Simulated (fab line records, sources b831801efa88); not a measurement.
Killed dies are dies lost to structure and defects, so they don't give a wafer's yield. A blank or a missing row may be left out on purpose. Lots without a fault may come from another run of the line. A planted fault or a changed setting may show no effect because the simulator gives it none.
fab line records | flow sky130 | part 2 of 2: steps 25 to 32 of 32
record lots=5 wafers=15 last_day=49
route steps=708 shown GATE_OXIDE@201 POLY_GATE@204 RES_PROTECT@206
lots that met no fault: from a run of the same line without faults
start_h: hours from the record's first day to the start of the lot's first wafer shown | wait_h: hours since the lot's step before | " the same as in the row above | L1.1+2: a row that stands for several wafers | - no value, or no start given | * or withheld: withheld | < > ~ a bound
route shown NAME@n: a module of which the file shows steps, and the number in the route of the first | usual: mean/standard deviation of fault-free wafers | same: alike in all rows | chamber/n: place in a boat | sites: the reading at each site | _std_site: their standard deviation | _edge_site: outer sites' mean less inner sites' | radius_mm: how far each site lies from the wafer's centre | mask NAME#n: copy n | behind: the tool/chamber that last shaped the wafer | hold: why the lot was held/for how many hours/how that ended | device: the transistor (n, p or np) that didn't switch | end of line: the same wafers' tests at the end of the route | a step without rows: its recipe alone | killed: dies lost to structure and defects at the first sort, not the wafer's yield | map: a wafer's dies, x killed, . not, _ none there
set.NAME: the setting as run; set.NAME@STEP: as run at that earlier step | model.NAME: the simulator's own value behind a step, which no gauge read
lots at some steps of the route; a table a step, a row a wafer
services: from which hour (start_h, from the record's first day; less than 0 if before it) a tool's chamber was out of use, for how many hours, and why
## steps
# step SKY_POLY_GATE_PEB_11
# recipe peb_temp_c=withheld peb_time_s=withheld resist=KrF-thick
# usual exhaust_pa=45.0/0.87
# columns lot.wafer tool chamber start_h wait_h exhaust_pa
L077.1 litho_track-03 0 - - 44.8
L077.3 " 0 " " 46.0
L077.4 " 0 " " 45.3
L078.1 litho_track-02 0 - - 45.2
L078.2 " 0 " " 45.2
L078.4 " 0 " " 46.4
L085.1 litho_track-01 0 - - 44.8
L085.5 " 0 " " 44.5
L085.6 " 0 " " 45.6
L089.2 litho_track-01 0 - - 44.4
L089.3 " 0 " " 45.7
L089.6 " 0 " " 44.6
L088.1 litho_track-03 0 - - 45.2
L088.4 " 0 " " 44.4
L088.6 " 0 " " 44.0
# step SKY_POLY_GATE_DEVELOP_12
# recipe develop_time_s=57.43 resist=KrF-thick dev_temp_c=21
# usual developer_temp_C=21.01/0.11 exhaust_pa=44.9/0.9
# columns lot.wafer tool chamber start_h wait_h developer_temp_C exhaust_pa
L077.1 litho_track-03 0 - - 21.09 44.8
L077.3 " 0 " " 21.12 44.6
L077.4 " 0 " " 21.19 46.4
L078.1 litho_track-02 0 - - 21.04 44.1
L078.2 " 0 " " 21.17 44.7
L078.4 " 0 " " 21.23 44.6
L085.1 litho_track-01 0 - - 21.27 44.9
L085.5 " 0 " " 21.18 44.1
L085.6 " 0 " " 21.12 44.5
L089.2 litho_track-01 0 - - 20.87 43.7
L089.3 " 0 " " 21.04 44.4
L089.6 " 0 " " 21.03 44.3
L088.1 litho_track-03 0 - - 21.04 45.1
L088.4 " 0 " " 21.02 44.1
L088.6 " 0 " " 20.82 45.3
# step SKY_POLY_GATE_CD_MEAS_13
# recipe target_cd_nm=150
# usual cd_nm=150.3/1.4
# columns lot.wafer tool chamber start_h wait_h cd_nm
L077.1 cd_sem-01 - 399.62 - 151.3
L077.3 " - " " 150.9
L077.4 " - " " 150.3
L078.1 cd_sem-01 - 410.47 - 150.3
L078.2 " - " " 151.6
L078.4 " - " " 151.6
L085.1 cd_sem-02 - 468.16 - 150.7
L085.5 " - " " 150.6
L085.6 " - " " 151.7
L089.2 cd_sem-01 - 506.18 - 149.6
L089.3 " - " " 149.8
L089.6 " - " " 149.0
L088.1 cd_sem-02 - 507.72 - 149.4
L088.4 " - " " 148.9
L088.6 " - " " 149.9
# step SKY_POLY_GATE_OVL_MEAS_14
# usual POLY_GATE_OVL=-1/7
# columns lot.wafer tool chamber start_h wait_h POLY_GATE_OVL[nm]
L077.1 overlay-02 - 399.74 0.1 13
L077.3 " - " " 10
L077.4 " - " " 11
L078.1 overlay-01 - 410.59 0.1 -3
L078.2 " - " " -2
L078.4 " - " " 0
L085.1 overlay-02 - 468.28 0.1 -8
L085.5 " - " " -2
L085.6 " - " " -7
L089.2 overlay-01 - 506.29 0.1 0
L089.3 " - " " -5
L089.6 " - " " 7
L088.1 overlay-02 - 507.84 0.1 -9
L088.4 " - " " 0
L088.6 " - " " -2
# step SKY_POLY_GATE_ETCH_15
# recipe chemistry=N2/H2 target=BARC ion_energy_ev=200 source_w=500 bias_w=100 pressure_mtorr=30 n2_flow_sccm=100 h2_flow_sccm=200 stop_on=SiO2 time_s=118.5 target_depth_a=1100
# usual drypump_motor_current_A=5.4/0.48 oes_product_au=0.717/0.0045 throttle_valve_pct=13.213/0.0095
# columns lot.wafer tool chamber start_h wait_h drypump_motor_current_A oes_product_au rf_hours_counter_h throttle_valve_pct
L077.1 rie_diel-04 1 399.78 0.0 4.9 0.708 6 13.200
L077.3 " 0 " " 5.4 0.722 61 13.210
L077.4 " 1 " " 5.0 0.720 - 13.217
L078.1 rie_diel-01 2 410.63 0.0 5.8 0.720 76 13.226
L078.2 " 1 " " 5.0 0.712 34 13.216
L078.4 " 3 " " 5.7 0.709 2 13.197
L085.1 rie_diel-04 0 468.32 0.0 5.5 0.719 63 13.216
L085.5 " 0 " " 5.4 0.711 - 13.209
L085.6 " 3 " " 4.8 0.721 - 13.216
L089.2 rie_diel-04 0 506.32 0.0 5.5 0.712 64 13.221
L089.3 " 2 " " 5.7 0.719 60 13.199
L089.6 " 1 " " 5.0 0.719 - 13.207
L088.1 rie_diel-03 3 507.88 0.0 4.8 0.713 14 13.224
L088.4 " 1 " " 6.7 0.722 1 13.203
L088.6 " 3 " " 4.8 0.706 - 13.217
# step SKY_POLY_GATE_ETCH_16
# recipe stop_on=poly-Si chemistry=CH3F/O2 target=Si3N4 source_w=400 bias_w=80 pressure_mtorr=25 ch3f_flow_sccm=40 O2_flow_sccm=30 time_s=147.5 target_depth_a=750
# usual drypump_motor_current_A=5.4/0.48 oes_product_au=0.638/0.0051 throttle_valve_pct=10.535/0.0082
# columns lot.wafer tool chamber start_h wait_h drypump_motor_current_A oes_product_au rf_hours_counter_h throttle_valve_pct
L077.1 rie_diel-04 1 399.86 0.0 5.0 0.633 7 10.536
L077.3 " 0 " " 5.4 0.639 61 10.535
L077.4 " 1 " " 4.9 0.643 - 10.543
L078.1 rie_diel-01 2 410.71 0.0 5.8 0.639 76 10.538
L078.2 " 1 " " 4.9 0.642 34 10.534
L078.4 " 3 " " 5.7 0.631 2 10.537
L085.1 rie_diel-04 0 468.40 0.0 5.4 0.642 63 10.543
L085.5 " 0 " " 5.4 0.632 - 10.535
L085.6 " 3 " " 4.8 0.639 - 10.535
L089.2 rie_diel-04 0 506.40 0.0 5.4 0.631 64 10.533
L089.3 " 2 " " 5.7 0.649 60 10.540
L089.6 " 1 " " 4.9 0.640 - 10.544
L088.1 rie_diel-03 3 507.96 0.0 4.8 0.642 14 10.527
L088.4 " 1 " " 6.7 0.638 1 10.533
L088.6 " 3 " " 4.8 0.638 - 10.526
# step SKY_POLY_GATE_ETCH_17
# recipe target_depth_nm=180 stop_on=SiO2 over_etch_frac=0.56667 chemistry=HBr/Cl2 target=poly-Si icp_w=400 bias_w=100 pressure_mtorr=10 HBr_flow_sccm=150 Cl2_flow_sccm=50 time_s=70.5
# usual drypump_motor_current_A=5.6/0.46 mfc_cl2_sccm=49.98/0.15 oes_product_au=0.986/0.0079 throttle_valve_pct=33.684/0.0086
# columns lot.wafer tool chamber start_h wait_h drypump_motor_current_A mfc_cl2_sccm oes_product_au rf_hours_counter_h throttle_valve_pct
L077.1 rie_si-01 0 399.96 0.0 6.1 50.08 0.990 3 33.684
L077.3 " 3 " " 5.8 50.08 0.988 2 33.672
L077.4 " 2 " " 5.6 49.97 0.988 78 33.676
L078.1 rie_si-02 1 410.81 0.0 5.6 50.26 0.997 1 33.674
L078.2 " 0 " " 6.2 49.97 0.983 3 33.683
L078.4 " 2 " " 5.5 50.01 0.984 4 33.686
L085.1 rie_si-02 0 468.50 0.0 6.2 50.18 0.988 3 33.682
L085.5 " 3 " " 4.9 49.84 1.003 - 33.677
L085.6 " 2 " " 5.5 50.08 1.000 - 33.694
L089.2 rie_si-01 0 506.50 0.0 6.1 50.04 0.994 4 33.689
L089.3 " 1 " " 4.8 49.75 0.992 7 33.696
L089.6 " 3 " " 5.8 49.95 0.989 - 33.680
L088.1 rie_si-02 3 508.06 0.0 4.9 49.86 0.994 0 33.686
L088.4 " 0 " " 6.1 49.97 0.995 3 33.681
L088.6 " 1 " " 5.6 49.81 0.996 - 33.678
# step SKY_POLY_GATE_STRIP_18
# recipe chemistry=O2/N2 power_w=1400 pressure_mtorr=1500 platen_temp_c=withheld o2_flow_sccm=3000 n2_flow_sccm=300 overash_fraction=0.5
# usual drypump_motor_current_A=5.56/0.27 o2_flow_sccm=3000/9.1 oes_product_au=0.360/0.0045 strip_time_to_endpoint_s=3.15/0.033
# columns lot.wafer tool chamber start_h wait_h drypump_motor_current_A o2_flow_sccm oes_product_au rf_hours_counter_h strip_time_to_endpoint_s
L077.1 plasma_asher-01 0 400.02 0.0 6.10 2995 0.360 58 3.13
L077.3 " 0 " " 6.08 3004 0.363 - 3.20
L077.4 " 1 " " 5.60 2991 0.360 - 3.15
L078.1 plasma_asher-03 0 410.87 0.0 5.44 2997 0.357 27 3.12
L078.2 " 1 " " 5.16 2989 0.357 27 3.10
L078.4 " 0 " " 5.44 2990 0.369 - 3.13
L085.1 plasma_asher-01 0 468.56 0.0 6.09 3013 0.361 64 3.21
L085.5 " 1 " " 5.58 2989 0.367 - 3.20
L085.6 " 0 " " 6.09 3019 0.358 - 3.14
L089.2 plasma_asher-03 1 506.56 0.0 5.16 3000 0.364 37 3.18
L089.3 " 1 " " 5.18 2992 0.362 - 3.16
L089.6 " 1 " " 5.17 2993 0.357 - 3.13
L088.1 plasma_asher-03 1 508.12 0.0 5.15 2995 0.358 37 3.11
L088.4 " 1 " " 5.16 3004 0.356 - 3.09
L088.6 " 0 " " 5.43 3016 0.354 - 3.10
## services
# columns tool chamber start_h hours kind
lpcvd-01 - 314.94 6.0 pm
plasma_asher-03 - 320.34 0.4 repair
rie_diel-04 2 333.05 7.3 repair
rie_diel-04 0 333.51 5.1 repair
krf_scanner-02 - 338.80 1.0 pm
lpcvd-01 - 342.57 1.2 repair
iline_stepper-02 - 347.02 4.3 repair
krf_scanner-02 - 356.34 1.3 pm
lpcvd-01 - 367.83 6.1 pm
plasma_asher-03 - 382.45 14.6 pm
iline_stepper-02 - 382.93 1.7 pm
rie_diel-04 2 391.27 12.9 repair
iline_stepper-02 - 409.79 2.1 pm
plasma_asher-03 - 409.94 0.9 repair
furnace-01 - 411.40 5.3 repair
lpcvd-01 - 413.86 4.3 pm
krf_scanner-02 - 423.04 0.8 pm
furnace-01 - 431.87 3.8 pm
rie_si-02 0 441.47 1.7 repair
furnace-01 - 446.12 3.5 pm
rie_diel-04 - 460.18 0.9 repair
lpcvd-02 - 465.64 0.4 repair
rie_si-02 1 477.48 14.8 repair
krf_scanner-02 - 507.80 1.0 pm
